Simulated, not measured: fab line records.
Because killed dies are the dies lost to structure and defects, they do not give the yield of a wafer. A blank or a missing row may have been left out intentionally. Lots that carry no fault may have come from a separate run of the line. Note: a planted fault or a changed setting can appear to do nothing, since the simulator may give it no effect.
Chamber matching	flow gf180mcu	GF_V4_CVD_02 on pecvd-04 has 3 sister chambers
The step deposits SiO2 from TEOS, target thk 850 nm, time 94.851 s. 6 wafers are shown with their chamber, then 7 later ones without.

WAFERS PAIRED WITH THEIR CHAMBERS
wafer	chamber	heater-power-w (W)
L077.2	2	676
L079.2	0	571
L079.5	1	529
L079.6	2	748
L088.1	0	642
L088.4	1	661

WAFERS WITH NO CHAMBER GIVEN
wafer	heater-power-w (W)
L088.6	661
L094.1	781
L094.2	640
L094.3	539
L095.1	647
L095.2	816
L095.5	544

WHICH CHAMBER EACH WENT THROUGH
wafer	from the rows above	in truth
L088.6	can't be placed: 2 or 0 or 1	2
L094.1	can't be placed: 2 or 0 or 1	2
L094.2	can't be placed: 0 or 1 or 2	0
L094.3	can't be placed: 1 or 0 or 2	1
L095.1	can't be placed: 0 or 1 or 2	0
L095.2	can't be placed: 2 or 0 or 1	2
L095.5	can't be placed: 1 or 0 or 2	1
0 of 7 placed correctly. Cannot be placed on the basis of these rows: 7; the candidates contain the true chamber in 7. Placed wrongly: 0.
How it was worked out, from the rows above alone: a wafer's distance from a chamber is the root of the sum, over the readings, of the square of ((its reading less the chamber's mean) divided by the reading's scatter). If the next closest chamber is less than 2 further off than the closest, the wafer can't be placed; otherwise it belongs to the closest. For every chamber, the mean is computed from those of its wafers that are shown. How the scatter is found: for the shown wafers, subtract from each reading the mean of its chamber, square and add these, divide the total by (wafers less chambers), then take the root.
